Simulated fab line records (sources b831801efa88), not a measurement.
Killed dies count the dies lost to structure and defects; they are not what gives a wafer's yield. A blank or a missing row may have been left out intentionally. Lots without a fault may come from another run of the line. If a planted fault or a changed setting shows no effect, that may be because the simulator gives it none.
Check for tools in common :: flow gf180mcu :: Sampled: 12 lots, 36 wafers

## REASON IT WAS OPENED
Flagged at GF_TOP_METAL_CD_MEAS_14: reading cd_nm, on 2 of 12 lots. No-fault wafers: 440.9 nm, standard deviation 2.4.
Rule: a lot gets a flag if all its wafers with a number sit over 4 standard deviations from that mean, or if no wafer of it has a number. All remaining lots are regarded as sound.

lot: L247
measured: day 28 04:26
on: cd_sem-02
cd_nm (nm), wafer by wafer: 438.0 437.4 440.9
flag: 

lot: L248
measured: day 28 09:32
on: cd_sem-02
cd_nm (nm), wafer by wafer: 442.2 439.9 440.8
flag: 

lot: L249
measured: day 28 18:37
on: cd_sem-02
cd_nm (nm), wafer by wafer: 441.8 439.9 440.6
flag: 

lot: L250
measured: day 29 05:53
on: cd_sem-01
cd_nm (nm), wafer by wafer: 439.1 439.1 440.1
flag: 

lot: L253
measured: day 30 03:28
on: cd_sem-01
cd_nm (nm), wafer by wafer: 441.6 442.8 442.8
flag: 

lot: L257
measured: day 31 09:41
on: cd_sem-01
cd_nm (nm), wafer by wafer: 331.0 355.5 395.9
flag: FLAGGED

lot: L258
measured: day 31 10:10
on: cd_sem-02
cd_nm (nm), wafer by wafer: 317.3 403.5 341.8
flag: FLAGGED

lot: L262
measured: day 32 14:53
on: cd_sem-02
cd_nm (nm), wafer by wafer: 446.1 444.7 440.6
flag: 

lot: L267
measured: day 33 16:29
on: cd_sem-01
cd_nm (nm), wafer by wafer: 440.7 442.7 438.7
flag: 

lot: L268
measured: day 33 19:10
on: cd_sem-01
cd_nm (nm), wafer by wafer: 440.8 441.1 441.8
flag: 

lot: L269
measured: day 34 00:54
on: cd_sem-01
cd_nm (nm), wafer by wafer: 441.0 441.9 441.8
flag: 

lot: L270
measured: day 34 06:58
on: cd_sem-01
cd_nm (nm), wafer by wafer: 444.0 443.0 442.9
flag: 
Average over the flagged lots: 357.5 nm; offset from the usual -83.4 nm, equal to -35 standard deviations.

## LOT BY LOT: THE TOOL USED
3 process steps preceding the reading are held in the record, out of 602 steps in the route. Each cell gives the tool, then ch followed by the chambers the sampled wafers passed through, then the start.
lot: L247
flag: 
GF_V4_SPUTTER_22: pvd_sputter-03, day 24 12:15
GF_M5_ETCH_09: rie_diel-04 ch 1,2,3, day 26 09:10
GF_TOP_METAL_EXPOSE_11: iline_stepper-01 ch 0, day 27 19:00

lot: L248
flag: 
GF_V4_SPUTTER_22: pvd_sputter-03, day 24 18:27
GF_M5_ETCH_09: rie_diel-04 ch 0,1,3, day 26 14:13
GF_TOP_METAL_EXPOSE_11: iline_stepper-01 ch 0, day 28 00:10

lot: L249
flag: 
GF_V4_SPUTTER_22: pvd_sputter-03, day 25 04:29
GF_M5_ETCH_09: rie_diel-04 ch 1,2, day 27 00:28
GF_TOP_METAL_EXPOSE_11: iline_stepper-02 ch 0, day 28 09:34

lot: L250
flag: 
GF_V4_SPUTTER_22: pvd_sputter-03, day 25 16:51
GF_M5_ETCH_09: rie_diel-01 ch 0,1,3, day 27 11:54
GF_TOP_METAL_EXPOSE_11: iline_stepper-02 ch 0, day 28 20:06

lot: L253
flag: 
GF_V4_SPUTTER_22: pvd_sputter-04, day 26 17:35
GF_M5_ETCH_09: rie_diel-02 ch 2,3, day 28 10:49
GF_TOP_METAL_EXPOSE_11: iline_stepper-02 ch 0, day 29 18:16

lot: L257
flag: FLAGGED
GF_V4_SPUTTER_22: pvd_sputter-03, day 28 02:32
GF_M5_ETCH_09: rie_diel-01 ch 0,1,3, day 29 17:43
GF_TOP_METAL_EXPOSE_11: iline_stepper-01 ch 0, day 31 01:16

lot: L258
flag: FLAGGED
GF_V4_SPUTTER_22: pvd_sputter-04, day 28 04:17
GF_M5_ETCH_09: rie_diel-02 ch 0,3, day 29 20:10
GF_TOP_METAL_EXPOSE_11: iline_stepper-01 ch 0, day 31 02:05

lot: L262
flag: 
GF_V4_SPUTTER_22: pvd_sputter-03, day 29 11:18
GF_M5_ETCH_09: rie_diel-04 ch 1,2,3, day 31 01:28
GF_TOP_METAL_EXPOSE_11: iline_stepper-02 ch 0, day 32 06:53

lot: L267
flag: 
GF_V4_SPUTTER_22: pvd_sputter-01, day 30 17:56
GF_M5_ETCH_09: rie_diel-02 ch 2,3, day 32 06:19
GF_TOP_METAL_EXPOSE_11: iline_stepper-01 ch 0, day 33 09:12

lot: L268
flag: 
GF_V4_SPUTTER_22: pvd_sputter-03, day 30 21:14
GF_M5_ETCH_09: rie_diel-04 ch 1,2, day 32 09:16
GF_TOP_METAL_EXPOSE_11: iline_stepper-01 ch 0, day 33 11:46

lot: L269
flag: 
GF_V4_SPUTTER_22: pvd_sputter-01, day 31 01:51
GF_M5_ETCH_09: rie_diel-02 ch 0,1,2, day 32 14:28
GF_TOP_METAL_EXPOSE_11: iline_stepper-01 ch 0, day 33 17:21

lot: L270
flag: 
GF_V4_SPUTTER_22: pvd_sputter-04, day 31 10:16
GF_M5_ETCH_09: rie_diel-01 ch 0,1, day 32 21:04
GF_TOP_METAL_EXPOSE_11: iline_stepper-01 ch 0, day 33 23:56
What these steps do:
- GF_V4_SPUTTER_22: material TiN, target thk 10 nm, time 40 s.
- GF_M5_ETCH_09: etches Si3N4 in CF4/O2, target depth 52 nm, time 11.6 s.
- GF_TOP_METAL_EXPOSE_11: exposes mask MetalTop, target cd 440 nm.
- GF_TOP_METAL_CD_MEAS_14: target cd 440 nm.

## FLAGGED AGAINST TOTAL, ONE TOOL AT A TIME (gauges that did the reading follow at the end)
step: GF_V4_SPUTTER_22
tool: pvd_sputter-01
lots run: 2
flagged: 0
share of the flagged lots: none
sound lots run after its first flagged lot: -

step: GF_V4_SPUTTER_22
tool: pvd_sputter-03
lots run: 7
flagged: 1
share of the flagged lots: some
sound lots run after its first flagged lot: 2 (L262,L268)

step: GF_V4_SPUTTER_22
tool: pvd_sputter-04
lots run: 3
flagged: 1
share of the flagged lots: some
sound lots run after its first flagged lot: 1 (L270)

step: GF_M5_ETCH_09
tool: rie_diel-01
lots run: 3
flagged: 1
share of the flagged lots: some
sound lots run after its first flagged lot: 1 (L270)

step: GF_M5_ETCH_09
tool: rie_diel-02
lots run: 4
flagged: 1
share of the flagged lots: some
sound lots run after its first flagged lot: 2 (L267,L269)

step: GF_M5_ETCH_09
tool: rie_diel-04
lots run: 5
flagged: 0
share of the flagged lots: none
sound lots run after its first flagged lot: -

step: GF_TOP_METAL_EXPOSE_11
tool: iline_stepper-01
lots run: 8
flagged: 2
share of the flagged lots: all
sound lots run after its first flagged lot: 4 (L267,L268,L269,L270)

step: GF_TOP_METAL_EXPOSE_11
tool: iline_stepper-02
lots run: 4
flagged: 0
share of the flagged lots: none
sound lots run after its first flagged lot: -

step: GF_TOP_METAL_CD_MEAS_14
tool: cd_sem-01
lots run: 7
flagged: 1
share of the flagged lots: some
sound lots run after its first flagged lot: 4 (L267,L268,L269,L270)

step: GF_TOP_METAL_CD_MEAS_14
tool: cd_sem-02
lots run: 5
flagged: 1
share of the flagged lots: some
sound lots run after its first flagged lot: 1 (L262)

## THE TABLE: WHAT IT ALLOWS
In the table, 1 row covers all flagged lots: iline_stepper-01 at GF_TOP_METAL_EXPOSE_11.
- iline_stepper-01 at GF_TOP_METAL_EXPOSE_11: 2 of its 8 lots flagged. Sound lots ran on it after the first flagged one (L267, L268, L269, L270), which a lasting fault on the whole tool wouldn't allow.
There is no row in the table that ran each flagged lot and no sound lot after the first.

## WHAT THE SIMULATOR HAD PUT IN
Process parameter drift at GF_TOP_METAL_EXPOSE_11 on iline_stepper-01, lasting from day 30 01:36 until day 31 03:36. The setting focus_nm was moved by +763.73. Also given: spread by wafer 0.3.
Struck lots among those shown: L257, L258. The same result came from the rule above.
